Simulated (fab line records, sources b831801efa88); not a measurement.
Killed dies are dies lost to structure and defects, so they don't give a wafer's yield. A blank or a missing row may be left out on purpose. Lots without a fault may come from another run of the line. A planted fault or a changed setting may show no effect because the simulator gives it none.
fab line records | flow gf180mcu
record lots=11 wafers=33 last_day=34
route steps=602 shown STI@14 PSD@258
lots that met no fault: from a run of the same line without faults
start_h: hours from the record's first day to the start of the lot's first wafer shown | wait_h: hours since the lot's step before | " the same as in the row above | L1.1+2: a row that stands for several wafers | - no value, or no start given | * or withheld: withheld | < > ~ a bound
route shown NAME@n: a module of which the file shows steps, and the number in the route of the first | usual: mean/standard deviation of fault-free wafers | same: alike in all rows | chamber/n: place in a boat | sites: the reading at each site | _std_site: their standard deviation | _edge_site: outer sites' mean less inner sites' | radius_mm: how far each site lies from the wafer's centre | mask NAME#n: copy n | behind: the tool/chamber that last shaped the wafer | hold: why the lot was held/for how many hours/how that ended | device: the transistor (n, p or np) that didn't switch | end of line: the same wafers' tests at the end of the route | a step without rows: its recipe alone | killed: dies lost to structure and defects at the first sort, not the wafer's yield | map: a wafer's dies, x killed, . not, _ none there
set.NAME: the setting as run; set.NAME@STEP: as run at that earlier step | model.NAME: the simulator's own value behind a step, which no gauge read
steps of the route over a sample of lots; a table a step, a row a wafer
services: from which hour (start_h, from the record's first day; less than 0 if before it) a tool's chamber was out of use, for how many hours, and why
## steps
# step GF_STI_ETCH_13
# recipe chemistry=CHF3/O2 stop_on=Si over_etch_frac=0.3 target_depth_a=2823.1 source_w=600 bias_w=200 pressure_mtorr=40 chf3_flow_sccm=50 O2_flow_sccm=5 time_s=112.9
# usual chamber_pressure_mTorr=40.00/0.038 drypump_motor_current_A=5.7/0.48 oes_product_au=0.833/0.0071 throttle_valve_pct=8.812/0.0096
# same over_etch_frac=0.3
# columns lot.wafer tool chamber start_h wait_h chamber_pressure_mTorr drypump_motor_current_A oes_product_au rf_hours_counter_h throttle_valve_pct
L549.1 rie_diel-03 1 40.88 0.1 40.00 4.8 0.818 3 8.798
L549.5 " 1 " " 40.00 4.8 0.829 - 8.808
L549.6 " 2 " " 39.98 6.2 0.833 - 8.795
L550.2 rie_diel-03 1 46.68 0.1 39.98 4.8 0.842 3 8.813
L550.4 " 2 " " 39.97 6.2 0.844 86 8.818
L550.6 " 1 " " 39.97 4.8 0.837 - 8.801
L552.4 rie_diel-02 0 58.53 0.0 40.05 5.6 0.837 54 8.817
L552.5 " 3 " " 39.98 6.1 0.835 - 8.803
L552.6 " 2 " " 40.03 5.2 0.834 - 8.828
L558.3 rie_diel-01 0 87.03 0.1 39.97 6.4 0.834 1 8.801
L558.5 " 0 " " 40.01 6.4 0.823 - 8.792
L558.6 " 3 " " 39.96 5.9 0.834 - 8.814
L559.1 rie_diel-03 2 94.48 0.1 39.98 6.2 0.818 87 8.811
L559.5 " 0 " " 40.04 5.3 0.831 - 8.812
L559.6 " 3 " " 40.03 6.4 0.830 - 8.823
L563.3 rie_diel-02 1 113.03 0.1 40.03 5.4 0.835 12 8.812
L563.4 " 3 " " 39.95 6.1 0.835 - 8.822
L563.5 " 2 " " 40.01 5.2 0.832 - 8.800
L565.2 rie_diel-01 3 123.08 0.1 39.99 5.8 0.825 49 8.812
L565.4 " 1 " " 40.01 5.3 0.819 - 8.801
L565.6 " 3 " " 40.05 5.8 0.827 - 8.815
L566.2 rie_diel-02 2 128.53 0.1 40.02 5.2 0.818 154 8.815
L566.3 " 1 " " 40.00 5.3 0.831 12 8.807
L566.4 " 0 " " 39.98 5.6 0.829 56 8.795
L567.1 rie_diel-01 3 133.38 0.1 39.98 5.9 0.842 49 8.803
L567.3 " 0 " " 40.01 6.3 0.850 2 8.816
L567.4 " 1 " " 39.98 5.3 0.852 26 8.797
L568.1 rie_diel-01 0 138.43 0.1 39.97 6.4 0.833 2 8.807
L568.2 " 2 " " 39.99 5.4 0.841 3 8.805
L568.6 " 2 " " 40.03 5.4 0.828 - 8.809
L569.2 rie_diel-01 3 144.43 0.1 39.98 5.9 0.838 49 8.804
L569.4 " 2 " " 40.01 5.4 0.834 3 8.813
L569.5 " 2 " " 40.05 5.4 0.839 - 8.809
# step GF_STI_STRIP_15
# recipe chemistry=O2/N2 power_w=1400 pressure_mtorr=1500 platen_temp_c=250 o2_flow_sccm=3000 n2_flow_sccm=300 overash_fraction=0.5
# usual chamber_pressure_mTorr=1499.9/1.3 drypump_motor_current_A=5.8/0.33 heater_power_w=332/33 n2_flow_sccm=300.1/0.84 oes_product_au=0.387/0.005 strip_time_to_endpoint_s=3.80/0.036
# columns lot.wafer tool chamber start_h wait_h chamber_pressure_mTorr drypump_motor_current_A heater_power_w n2_flow_sccm oes_product_au rf_hours_counter_h strip_time_to_endpoint_s
L549.1 plasma_asher-02 0 41.03 0.0 1497.5 5.6 333 300.2 0.385 28 3.84
L549.5 " 1 " " 1500.9 6.0 317 300.7 0.377 - 3.79
L549.6 " 0 " " 1499.1 5.6 339 300.3 0.388 - 3.78
L550.2 plasma_asher-01 0 46.83 0.0 1500.4 5.4 372 301.2 0.387 42 3.78
L550.4 " 1 " " 1498.5 6.0 284 301.0 0.382 - 3.80
L550.6 " 0 " " 1502.3 5.4 375 299.9 0.390 - 3.79
L552.4 plasma_asher-01 1 58.72 0.1 1501.6 6.0 287 299.6 0.381 - 3.81
L552.5 " 1 " " 1500.9 6.0 299 300.0 0.387 - 3.81
L552.6 " 0 " " 1500.1 5.4 387 300.1 0.387 - 3.81
L558.3 plasma_asher-01 1 87.22 0.1 1498.4 6.0 280 300.3 0.385 - 3.79
L558.5 " 0 " " 1499.7 5.4 383 301.2 0.386 - 3.75
L558.6 " 1 " " 1500.0 6.0 292 299.2 0.388 - 3.82
L559.1 plasma_asher-01 1 94.63 0.0 1501.5 6.0 280 299.0 0.374 47 3.66
L559.5 " 0 " " 1499.6 5.4 374 299.0 0.376 - 3.67
L559.6 " 1 " " 1500.3 6.0 292 299.7 0.373 - 3.67
L563.3 plasma_asher-03 1 113.22 0.1 1499.3 6.4 323 300.8 0.380 - 3.80
L563.4 " 0 " " 1500.2 5.8 323 301.5 0.382 - 3.79
L563.5 " 1 " " 1500.7 6.4 313 300.1 0.389 - 3.74
L565.2 plasma_asher-01 0 123.23 0.0 1500.3 5.4 375 300.1 0.382 0 3.74
L565.4 " 1 " " 1499.7 6.0 304 298.8 0.395 - 3.82
L565.6 " 0 " " 1499.0 5.4 370 300.5 0.377 - 3.73
L566.2 plasma_asher-03 1 128.68 0.0 1501.7 6.4 326 299.0 0.392 38 3.78
L566.3 " 0 " " 1500.7 5.8 331 299.1 0.389 - 3.87
L566.4 " 1 " " 1502.2 6.4 324 299.0 0.391 - 3.78
L567.1 plasma_asher-03 1 133.53 0.0 1499.2 6.4 330 299.9 0.385 38 3.79
L567.3 " 1 " " 1499.4 6.4 324 299.0 0.393 - 3.80
L567.4 " 0 " " 1500.8 5.8 330 300.7 0.389 - 3.80
L568.1 plasma_asher-01 0 138.58 0.0 1500.9 5.4 367 300.3 0.390 2 3.86
L568.2 " 1 " " 1500.7 6.0 303 299.1 0.392 2 3.82
L568.6 " 0 " " 1499.8 5.4 374 298.8 0.398 - 3.79
L569.2 plasma_asher-01 1 144.58 0.0 1499.4 6.0 304 298.3 0.388 3 3.77
L569.4 " 0 " " 1500.3 5.4 367 300.5 0.386 - 3.77
L569.5 " 1 " " 1500.4 6.0 301 300.3 0.383 - 3.73
# step GF_STI_CMP_25
# recipe stop_on=Si3N4 t_overpolish_s=33 down_force_psi=4 platen_rpm=60 target_thk_nm=524.6 pad_velocity_m_s=0.94248
# usual motor_current_A=12.2/1.2 overpolish_run_s=32.999/0.0095 platen_rpm=60.00/0.042 time_to_endpoint_s=122/5.4
# columns lot.wafer tool chamber start_h wait_h motor_current_A overpolish_run_s platen_rpm time_to_endpoint_s
L549.1 cmp-02 1 43.77 0.1 11.6 32.991 60.03 125
L549.5 " 0 " " 11.8 33.006 59.97 129
L549.6 " 1 " " 11.9 33.003 59.96 127
L550.4 cmp-02 1 48.78 0.2 12.4 32.994 60.05 128
L550.2 " 2 " " 9.7 32.996 59.99 133
L550.6 " 0 " " 12.6 33.019 59.94 132
L552.4 cmp-02 1 60.53 0.1 12.2 32.995 59.98 126
L552.6 " 0 " " 12.1 32.995 60.02 130
L552.5 " 1 " " 12.0 32.999 60.00 129
L558.3 cmp-01 3 89.12 0.2 11.1 33.008 59.92 122
L558.6 " 0 " " 12.9 32.999 60.10 122
L558.5 " 1 " " 11.8 32.996 60.01 120
L559.1 cmp-01 0 96.54 0.1 13.2 32.990 60.02 121
L559.5 " 2 " " 14.0 32.991 59.96 118
L559.6 " 3 " " 11.4 32.994 60.00 121
L563.3 cmp-02 2 115.49 0.1 10.1 33.002 59.95 114
L563.4 " 3 " " 12.2 32.990 59.99 120
L563.5 " 1 " " 12.1 32.990 60.01 115
L565.4 cmp-02 3 125.55 0.1 12.5 33.004 60.00 119
L565.2 " 1 " " 11.6 33.000 60.01 119
L565.6 " 2 " " 10.4 32.993 59.97 118
L566.4 cmp-01 1 130.84 0.1 12.0 33.010 60.06 127
L566.2 " 2 " " 14.1 33.003 60.03 122
L566.3 " 3 " " 10.8 33.022 59.95 127
L567.3 cmp-02 0 135.33 0.0 11.5 33.010 60.03 119
L567.1 " 1 " " 11.8 32.988 59.97 115
L567.4 " 2 " " 10.0 32.995 60.04 116
L568.1 cmp-02 1 140.42 0.1 11.3 33.001 60.04 118
L568.2 " 2 " " 10.3 32.996 60.03 117
L568.6 " 0 " " 12.5 33.006 59.98 121
L569.4 cmp-01 3 149.12 0.0 11.4 32.974 60.03 122
L569.2 " 2 " " 14.3 32.992 59.99 117
L569.5 " 0 " " 13.6 33.006 60.04 119
# step GF_PSD_STRIP_10
# recipe chemistry=O2/N2 power_w=1400 pressure_mtorr=1500 platen_temp_c=250 o2_flow_sccm=3000 n2_flow_sccm=300 overash_fraction=0.5
# usual chamber_pressure_mTorr=1500.0/1.3 drypump_motor_current_A=5.9/0.36 heater_power_w=336/28 n2_flow_sccm=300.0/0.88 oes_product_au=0.592/0.0051 strip_time_to_endpoint_s=16.517/0.029
# columns lot.wafer tool chamber start_h wait_h chamber_pressure_mTorr drypump_motor_current_A heater_power_w n2_flow_sccm oes_product_au rf_hours_counter_h strip_time_to_endpoint_s
L549.1 plasma_asher-03 0 337.86 0.1 1499.3 5.8 331 300.4 0.590 58 16.528
L549.5 " 0 " " 1501.8 5.8 325 300.9 0.597 - 16.483
L549.6 " 1 " " 1497.9 6.4 326 299.9 0.589 - 16.547
L550.2 plasma_asher-01 0 348.12 0.1 1500.5 5.4 367 299.7 0.596 23 16.542
L550.4 " 1 " " 1501.5 6.0 303 299.8 0.597 - 16.536
L550.6 " 1 " " 1500.0 6.0 306 302.8 0.590 - 16.540
L552.4 plasma_asher-03 1 371.21 0.1 1500.5 6.4 326 301.3 0.591 - 16.490
L552.5 " 0 " " 1500.9 5.8 329 299.3 0.591 - 16.486
L552.6 " 1 " " 1497.8 6.4 321 299.5 0.592 - 16.537
L558.3 plasma_asher-04 0 413.49 0.1 1496.3 5.5 307 299.6 0.600 - 16.528
L558.5 " 1 " " 1499.9 6.3 392 298.6 0.591 - 16.537
L558.6 " 0 " " 1498.8 5.5 303 300.0 0.587 - 16.548
L559.1 plasma_asher-01 0 429.96 0.1 1500.1 5.4 363 300.0 0.587 30 16.481
L559.5 " 1 " " 1502.6 6.0 309 300.5 0.592 - 16.500
L559.6 " 0 " " 1500.8 5.4 377 299.1 0.593 - 16.477
L563.3 plasma_asher-03 0 455.34 0.1 1502.7 5.8 338 301.8 0.598 - 16.510
L563.4 " 1 " " 1499.9 6.4 331 300.2 0.592 - 16.492
L563.5 " 0 " " 1500.3 5.8 329 299.5 0.588 - 16.506
L565.2 plasma_asher-04 0 469.66 0.1 1499.4 5.5 307 300.6 0.587 4 16.551
L565.4 " 0 " " 1503.0 5.5 314 300.9 0.595 - 16.523
L565.6 " 0 " " 1499.0 5.5 311 300.4 0.598 - 16.566
L566.2 plasma_asher-03 0 476.81 0.1 1501.0 5.8 336 301.5 0.590 72 16.504
L566.3 " 1 " " 1496.4 6.4 325 301.4 0.595 - 16.537
L566.4 " 0 " " 1499.3 5.8 332 301.6 0.585 - 16.506
L567.1 plasma_asher-04 1 485.96 0.1 1500.1 6.3 393 300.7 0.586 6 16.483
L567.3 " 0 " " 1499.1 5.5 304 299.6 0.585 - 16.506
L567.4 " 1 " " 1498.5 6.3 391 301.2 0.597 - 16.544
L568.1 plasma_asher-01 0 497.96 0.1 1500.5 5.4 363 299.8 0.587 37 16.508
L568.2 " 1 " " 1497.7 6.0 302 300.9 0.588 37 16.500
L568.6 " 0 " " 1498.9 5.4 375 299.7 0.597 - 16.505
L569.2 plasma_asher-03 1 512.96 0.1 1498.5 6.4 316 299.5 0.589 73 16.513
L569.4 " 0 " " 1498.3 5.8 333 300.3 0.594 - 16.497
L569.5 " 0 " " 1500.5 5.8 342 300.3 0.585 - 16.527
# step GF_PSD_RTA_13
# recipe temp_c=1025 time_s=20 ambient=N2
# usual anneal_temp_c_max=1029.0/0.78 lamp_power_pct=34.1/0.46 wafer_temp_C_max=1028.5/0.99
# same time_s=20
# columns lot.wafer tool chamber start_h wait_h anneal_temp_c_max lamp_power_pct wafer_temp_C_max
L549.1 rtp_anneal-01 0 338.07 0.0 1030.3 33.7 1028.2
L549.5 " 0 " " 1028.6 33.7 1027.9
L549.6 " 0 " " 1029.5 33.6 1027.9
L550.2 rtp_anneal-01 0 348.34 0.0 1029.4 33.7 1030.9
L550.4 " 0 " " 1028.8 33.7 1029.6
L550.6 " 0 " " 1027.4 33.7 1030.2
L552.4 rtp_anneal-02 0 371.43 0.0 1029.4 34.6 1028.0
L552.5 " 0 " " 1028.6 34.6 1027.6
L552.6 " 0 " " 1029.2 34.6 1027.3
L558.3 rtp_anneal-02 0 413.70 0.0 1028.2 34.6 1028.0
L558.5 " 0 " " 1028.7 34.6 1028.6
L558.6 " 0 " " 1028.9 34.7 1027.4
L559.1 rtp_anneal-02 0 430.17 0.0 1028.4 34.6 1028.0
L559.5 " 0 " " 1028.8 34.6 1027.9
L559.6 " 0 " " 1028.7 34.6 1027.7
L563.3 rtp_anneal-01 0 455.55 0.0 1029.6 33.6 1029.0
L563.4 " 0 " " 1028.8 33.7 1029.0
L563.5 " 0 " " 1029.7 33.7 1029.5
L565.2 rtp_anneal-02 0 469.89 0.0 1027.7 34.6 1027.1
L565.4 " 0 " " 1029.3 34.7 1027.4
L565.6 " 0 " " 1028.7 34.6 1027.9
L566.2 rtp_anneal-01 0 477.04 0.0 1030.0 33.7 1029.3
L566.3 " 0 " " 1029.6 33.8 1029.7
L566.4 " 0 " " 1028.2 33.7 1028.8
L567.1 rtp_anneal-02 0 486.17 0.0 1028.1 34.6 1027.7
L567.3 " 0 " " 1028.9 34.6 1027.9
L567.4 " 0 " " 1031.3 34.7 1027.6
L568.1 rtp_anneal-02 0 498.17 0.0 1028.0 34.7 1027.3
L568.2 " 0 " " 1030.0 34.7 1026.8
L568.6 " 0 " " 1028.4 34.6 1027.4
L569.2 rtp_anneal-02 0 513.19 0.0 1029.7 34.6 1026.7
L569.4 " 0 " " 1030.5 34.6 1027.9
L569.5 " 0 " " 1029.1 34.7 1027.9
## services
# columns tool chamber start_h hours kind
rtp_anneal-02 - 29.17 5.2 pm
plasma_asher-01 - 48.39 1.4 repair
cmp-02 - 64.05 4.0 pm
cmp-02 - 83.45 12.8 repair
plasma_asher-01 - 89.98 2.2 repair
cmp-02 - 92.90 2.2 repair
cmp-02 - 99.43 1.0 repair
plasma_asher-01 - 108.75 9.0 pm
rie_diel-01 2 120.39 3.9 repair
cmp-02 - 127.90 4.5 pm
plasma_asher-03 - 139.48 1.9 repair
rie_diel-01 - 163.51 4.3 pm
plasma_asher-01 - 169.83 2.8 pm
cmp-02 - 229.68 17.0 repair
rie_diel-01 - 251.06 2.8 pm
cmp-02 - 254.45 1.5 repair
cmp-02 - 323.12 3.2 pm
cmp-02 - 355.26 0.5 repair
plasma_asher-01 - 384.65 11.0 repair
plasma_asher-03 - 387.22 12.6 repair
cmp-02 - 404.05 4.0 pm
cmp-02 - 430.97 0.3 repair
plasma_asher-01 - 474.15 8.0 pm
plasma_asher-03 - 479.13 19.4 repair
## key
first_sign step=GF_STI_STRIP_15 reading=strip_time_to_endpoint_s direction=down sigmas=3.6 usual=* struck=*
effect none on later readings
met_at GF_STI_ETCH_13
struck_lots L559
tester_left_out L559
not_acting_at GF_STI_CMP_25,GF_PSD_STRIP_10,GF_PSD_RTA_13
onset_between 46.68 94.48
fault kind=process_parameter_drift tool=rie_diel-03 chamber=- onset_h=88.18 steps=GF_STI_ETCH_13 channel=target_depth_a offset=* shape=step end_h=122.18 acts_in=* stated=*
# tester_left_out: of these lots the tester's yield and bins aren't shown, on N5 and GAA mostly nor the transistor test; their killed dies are dies lost to structure and defects alone, not to doping, threshold or leakage, so they don't give the yield
